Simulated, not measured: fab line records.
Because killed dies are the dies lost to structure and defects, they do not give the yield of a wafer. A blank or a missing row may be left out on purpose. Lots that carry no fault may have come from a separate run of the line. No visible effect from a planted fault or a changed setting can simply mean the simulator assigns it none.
The tool behind it: which one? || flow gf180mcu || route of 602 steps, sampled at 1 step: 6 lots, 18 wafers

## WHAT THE GAUGES READ, wafer by wafer
GF_VT_IMPLANT_TW_MEAS_10.
{"lot": "L612", "measured": "day 6 00:18", "on": "film-metro-04", "VT_IMPLANT_TW": "577 570 570"}
{"lot": "L615", "measured": "day 6 17:16", "on": "film-metro-02", "VT_IMPLANT_TW": "567 569 570"}
{"lot": "L617", "measured": "day 7 04:10", "on": "film-metro-01", "VT_IMPLANT_TW": "575 576 572"}
{"lot": "L619", "measured": "day 7 16:12", "on": "film-metro-04", "VT_IMPLANT_TW": "568 570 569"}
{"lot": "L623", "measured": "day 8 18:57", "on": "film-metro-02", "VT_IMPLANT_TW": "574 574 572"}
{"lot": "L633", "measured": "day 11 15:25", "on": "film-metro-04", "VT_IMPLANT_TW": "566 567 568"}

## WHICH TOOL RAN EACH LOT (tool, then ch and the chambers of the sampled wafers, then the start)
The record shows no process step preceding these readings.

## THE ANSWER, worked out from the rows above alone
Rule: usual is defined by the lots themselves. Put in order of their means at a reading, lots are off if they are a third of the lots or fewer, leave a main group of 4 or more, and stand apart from it by a gap of 3 or more times the standard deviation of the main group's means; of several such gaps the widest counts. A main group is skipped when, at the precision printed for the reading in the tables above, its means are all equal. Also off: a lot with no number at a reading for which 4 or more lots have one. Where the step has rows for the other lots, those lots are counted as sound.
No lot is off on any of the readings shown, so nothing can be concluded from this.

## WHAT THE SIMULATOR PUT IN
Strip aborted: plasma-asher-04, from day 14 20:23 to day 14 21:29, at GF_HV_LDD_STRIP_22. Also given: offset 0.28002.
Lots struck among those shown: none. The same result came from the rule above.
